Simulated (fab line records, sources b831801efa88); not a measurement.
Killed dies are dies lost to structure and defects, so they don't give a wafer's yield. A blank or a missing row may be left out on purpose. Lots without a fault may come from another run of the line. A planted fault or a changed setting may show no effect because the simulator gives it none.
fab line records | flow gf180mcu
record lots=6 wafers=18 last_day=34
route steps=602 shown MVSD@74 MVPSD@78
lots that met no fault: from a run of the same line without faults
start_h: hours from the record's first day to the start of the lot's first wafer shown | wait_h: hours since the lot's step before | " the same as in the row above | L1.1+2: a row that stands for several wafers | - no value, or no start given | * or withheld: withheld | < > ~ a bound
route shown NAME@n: a module of which the file shows steps, and the number in the route of the first | usual: mean/standard deviation of fault-free wafers | same: alike in all rows | chamber/n: place in a boat | sites: the reading at each site | _std_site: their standard deviation | _edge_site: outer sites' mean less inner sites' | radius_mm: how far each site lies from the wafer's centre | mask NAME#n: copy n | behind: the tool/chamber that last shaped the wafer | hold: why the lot was held/for how many hours/how that ended | device: the transistor (n, p or np) that didn't switch | end of line: the same wafers' tests at the end of the route | a step without rows: its recipe alone | killed: dies lost to structure and defects at the first sort, not the wafer's yield | map: a wafer's dies, x killed, . not, _ none there
set.NAME: the setting as run; set.NAME@STEP: as run at that earlier step | model.NAME: the simulator's own value behind a step, which no gauge read
lots at some steps of the route; a table a step, a row a wafer
services: from which hour (start_h, from the record's first day; less than 0 if before it) a tool's chamber was out of use, for how many hours, and why
## steps
# step GF_MVSD_IMPLANT_08
# recipe species=P energy_kev=400 dose_cm2=1.6e+13 tilt_deg=0
# step GF_MVSD_IMPLANT_09
# recipe species=P energy_kev=100 dose_cm2=5e+12 tilt_deg=0
# step GF_MVSD_STRIP_10
# recipe chemistry=O2/N2 power_w=1400 pressure_mtorr=1500 platen_temp_c=250 o2_flow_sccm=3000 n2_flow_sccm=300 overash_fraction=0.5
# usual drypump_motor_current_A=5.35/0.21 heater_power_w=340/60 oes_product_au=0.722/0.0049 strip_time_to_endpoint_s=36.93/0.12
# columns lot.wafer tool chamber start_h wait_h drypump_motor_current_A heater_power_w oes_product_au rf_hours_counter_h strip_time_to_endpoint_s
L841.1 plasma_asher-02 0 100.69 0.1 5.39 311 0.726 42 36.73
L841.2 " 1 " " 5.20 274 0.723 42 36.85
L841.3 " 0 " " 5.38 315 0.713 - 36.75
L843.2 plasma_asher-01 1 115.41 0.1 5.29 329 0.715 45 36.90
L843.3 " 0 " " 5.65 349 0.721 - 37.05
L843.6 " 1 " " 5.30 334 0.717 - 36.94
L856.1 plasma_asher-02 0 190.09 0.1 5.38 317 0.718 7 36.89
L856.2 " 1 " " 5.21 286 0.725 7 36.75
L856.4 " 1 " " 5.22 288 0.726 - 36.86
L857.2 plasma_asher-01 1 196.99 0.1 5.25 323 0.713 54 36.98
L857.3 " 0 " " 5.65 341 0.716 - 37.03
L857.6 " 0 " " 5.64 344 0.723 - 37.11
L859.1 plasma_asher-04 0 205.05 0.1 5.68 312 0.730 56 36.96
L859.3 " 0 " " 5.66 307 0.725 - 36.92
L859.5 " 0 " " 5.66 310 0.719 - 36.83
L861.1 plasma_asher-04 0 222.74 0.1 5.65 318 0.721 58 36.95
L861.4 " 0 " " 5.66 315 0.721 - 36.93
L861.5 " 1 " " 5.06 464 0.716 - 36.94
# step GF_MVSD_TW_MEAS_11
# usual MVSD_TW=1574/12
# columns lot.wafer tool chamber start_h wait_h MVSD_TW
L841.1 film_metro-04 - 100.79 0.1 1578
L841.2 " - " " 1596
L841.3 " - " " 1587
L843.2 film_metro-04 - 115.52 0.1 1589
L843.3 " - " " 1583
L843.6 " - " " 1578
L856.1 film_metro-01 - 190.19 0.1 1564
L856.2 " - " " 1570
L856.4 " - " " 1562
L857.2 film_metro-04 - 197.10 0.1 1591
L857.3 " - " " 1601
L857.6 " - " " 1589
L859.1 film_metro-04 - 205.15 0.1 1585
L859.3 " - " " 1579
L859.5 " - " " 1576
L861.1 film_metro-01 - 222.84 0.1 1550
L861.4 " - " " 1552
L861.5 " - " " 1552
# step GF_MVPSD_DEHYDRATE_00
# recipe temp_c=200 time_s=60
# step GF_MVPSD_HMDS_01
# recipe prime_time_s=60 prime_temp_c=120
# step GF_MVPSD_COAT_02
# recipe spin_rpm=2000 resist_thk_nm=3000
# step GF_MVPSD_SOFTBAKE_03
# recipe temp_c=110 time_s=withheld
# step GF_MVPSD_EXPOSE_04
# recipe mask_id=MVPSD target_cd_nm=1000 na=0.6 source_shape=conventional sigma_outer=0.6 dose_mj=260
# step GF_MVPSD_PEB_05
# recipe temp_c=115 time_s=withheld
# step GF_MVPSD_DEVELOP_06
# recipe wall_angle_deg=90 develop_time_s=60 dev_temp_c=23
# step GF_MVPSD_OVL_MEAS_07
# usual MVPSD_OVL=1.6/1.3
# columns lot.wafer tool chamber start_h wait_h MVPSD_OVL[nm]
L841.1 overlay-02 - 115.87 - 1.0
L841.2 " - " " 2.9
L841.3 " - " " 1.6
L843.2 overlay-01 - 129.81 - 2.5
L843.3 " - " " 2.5
L843.6 " - " " 1.8
L856.1 overlay-02 - 207.51 - 1.7
L856.2 " - " " 3.4
L856.4 " - " " 2.0
L857.2 overlay-01 - 214.17 - 0.9
L857.3 " - " " -0.5
L857.6 " - " " 0.8
L859.1 overlay-01 - 222.63 - 1.2
L859.3 " - " " 0.5
L859.5 " - " " 1.2
L861.1 overlay-01 - 241.00 - 1.8
L861.4 " - " " 2.1
L861.5 " - " " 2.6
# step GF_MVPSD_IMPLANT_08
# recipe species=B energy_kev=170 dose_cm2=1.5e+13 tilt_deg=0
# usual beam_energy_keV=170.01/0.056 beam_on_s=9.98/0.2 faraday_current_uA=84.8/1.7
# columns lot.wafer tool chamber start_h wait_h beam_energy_keV beam_on_s faraday_current_uA
L841.1 implanter-04 0 115.90 0.0 170.00 9.80 86.3
L841.2 " 0 " " 169.97 10.02 84.4
L841.3 " 0 " " 170.01 9.62 88.0
L843.2 implanter-01 0 129.87 0.0 170.02 9.65 87.2
L843.3 " 0 " " 170.09 10.21 83.1
L843.6 " 0 " " 170.02 10.30 82.3
L856.1 implanter-01 - 207.54 0.0 - - -
L856.2 " - " " - - -
L856.4 " - " " - - -
L857.2 implanter-01 - 214.23 0.0 - - -
L857.3 " - " " - - -
L857.6 " - " " - - -
L859.1 implanter-01 0 222.66 0.0 169.98 10.04 84.0
L859.3 " 0 " " 170.00 10.31 81.8
L859.5 " 0 " " 170.01 9.84 86.0
L861.1 implanter-04 0 241.04 0.0 169.98 10.19 82.4
L861.4 " 0 " " 169.97 9.82 86.4
L861.5 " 0 " " 170.07 10.05 84.0
# step GF_MVPSD_IMPLANT_09
# recipe species=B energy_kev=40 dose_cm2=5e+12 tilt_deg=0
# step GF_MVPSD_STRIP_10
# recipe chemistry=O2/N2 power_w=1400 pressure_mtorr=1500 platen_temp_c=250 o2_flow_sccm=3000 n2_flow_sccm=300 overash_fraction=0.5
# usual drypump_motor_current_A=5.6/0.39 heater_power_w=344/45 oes_product_au=0.722/0.0043 strip_time_to_endpoint_s=36.93/0.11
# columns lot.wafer tool chamber start_h wait_h drypump_motor_current_A heater_power_w oes_product_au rf_hours_counter_h strip_time_to_endpoint_s
L841.1 plasma_asher-04 0 116.20 0.1 5.7 308 0.720 47 37.05
L841.2 " 1 " " 5.1 447 0.729 47 36.99
L841.3 " 1 " " 5.1 443 0.725 - 36.97
L843.2 plasma_asher-03 0 130.14 0.1 5.6 314 0.723 36 37.27
L843.3 " 1 " " 6.3 331 0.725 - 37.18
L843.6 " 1 " " 6.3 325 0.725 - 37.10
L856.1 plasma_asher-04 0 207.84 0.1 5.7 309 0.721 56 36.89
L856.2 " 1 " " 5.1 458 0.727 56 36.91
L856.4 " 1 " " 5.1 462 0.724 - 36.92
L857.2 plasma_asher-01 0 214.50 0.1 5.6 354 0.716 56 36.80
L857.3 " 1 " " 5.3 335 0.718 - 36.82
L857.6 " 0 " " 5.6 345 0.725 - 36.90
L859.1 plasma_asher-03 0 222.96 0.1 5.7 322 0.723 46 37.06
L859.3 " 0 " " 5.7 305 0.723 - 36.99
L859.5 " 0 " " 5.7 312 0.720 - 37.07
L861.1 plasma_asher-03 1 241.34 0.1 6.3 314 0.721 48 36.94
L861.4 " 1 " " 6.3 331 0.722 - 36.91
L861.5 " 1 " " 6.3 329 0.716 - 36.99
# step GF_MVPSD_TW_MEAS_11
# usual MVPSD_TW=553/4
# columns lot.wafer tool chamber start_h wait_h hold MVPSD_TW
L841.1 film_metro-04 - 116.30 0.1 - 551
L841.2 " - " " - 556
L841.3 " - " " - 552
L843.2 film_metro-04 - 130.25 0.1 - 555
L843.3 " - " " - 552
L843.6 " - " " - 553
L856.1 film_metro-01 - 207.94 0.1 await_dispo/0.2h/release 314
L856.2 " - " " await_dispo/0.2h/release 318
L856.4 " - " " await_dispo/0.2h/release 317
L856.1 film_metro-01 - 208.17 0.2 - 317
L856.2 " - " " - 315
L856.4 " - " " - 317
L857.2 film_metro-01 - 214.61 0.1 await_dispo/0.2h/release 319
L857.3 " - " " await_dispo/0.2h/release 319
L857.6 " - " " await_dispo/0.2h/release 318
L857.2 film_metro-01 - 214.84 0.2 - 319
L857.3 " - " " - 320
L857.6 " - " " - 318
L859.1 film_metro-04 - 223.06 0.1 - 554
L859.3 " - " " - 554
L859.5 " - " " - 554
L861.1 film_metro-04 - 241.44 0.1 - 557
L861.4 " - " " - 557
L861.5 " - " " - 555
## services
# columns tool chamber start_h hours kind
implanter-01 - 93.54 13.8 pm
plasma_asher-04 - 107.81 2.8 pm
plasma_asher-02 - 108.75 9.0 pm
plasma_asher-02 0 108.75 9.0 vent_cycle
plasma_asher-02 1 108.75 9.0 vent_cycle
implanter-01 - 109.47 18.8 repair
plasma_asher-02 0 117.75 - clean
plasma_asher-02 1 117.75 - clean
plasma_asher-04 - 121.35 0.6 repair
implanter-01 - 160.57 6.9 repair
implanter-01 - 186.92 4.6 repair
implanter-04 - 201.87 1.0 repair
plasma_asher-02 - 206.04 25.1 pm
implanter-04 - 206.36 15.9 pm
## key
first_sign step=GF_MVPSD_IMPLANT_08 reading=tool_record direction=missing
effect step=GF_MVPSD_TW_MEAS_11 reading=visit direction=added
effect step=GF_MVPSD_TW_MEAS_11 reading=MVPSD_TW direction=down sigmas=59 usual=553 struck=317
met_at GF_MVPSD_IMPLANT_08
struck_wafers L856.1,L856.2,L856.4,L857.2,L857.3,L857.6
later_rows_left_out L856.1,L856.2,L856.4,L857.2,L857.3,L857.6
sort_left_out L856.1,L856.2,L856.4,L857.2,L857.3,L857.6
tester_left_out L856,L857
onset_between 129.87 207.54
fault kind=skipped_step_whole tool=implanter-01 chamber=- onset_h=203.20 steps=GF_MVPSD_IMPLANT_08 scope=struck_lots_only
# tester_left_out: of these lots the tester's yield and bins aren't shown, on N5 and GAA mostly nor the transistor test; their killed dies are dies lost to structure and defects alone, not to doping, threshold or leakage, so they don't give the yield
# sort_left_out: the simulated sort isn't trusted on such a fault, so these wafers' sort isn't shown, and their yield isn't known
# later_rows_left_out: the simulator's readings of these wafers behind a module that went badly wrong aren't trusted and aren't shown, but for the sort
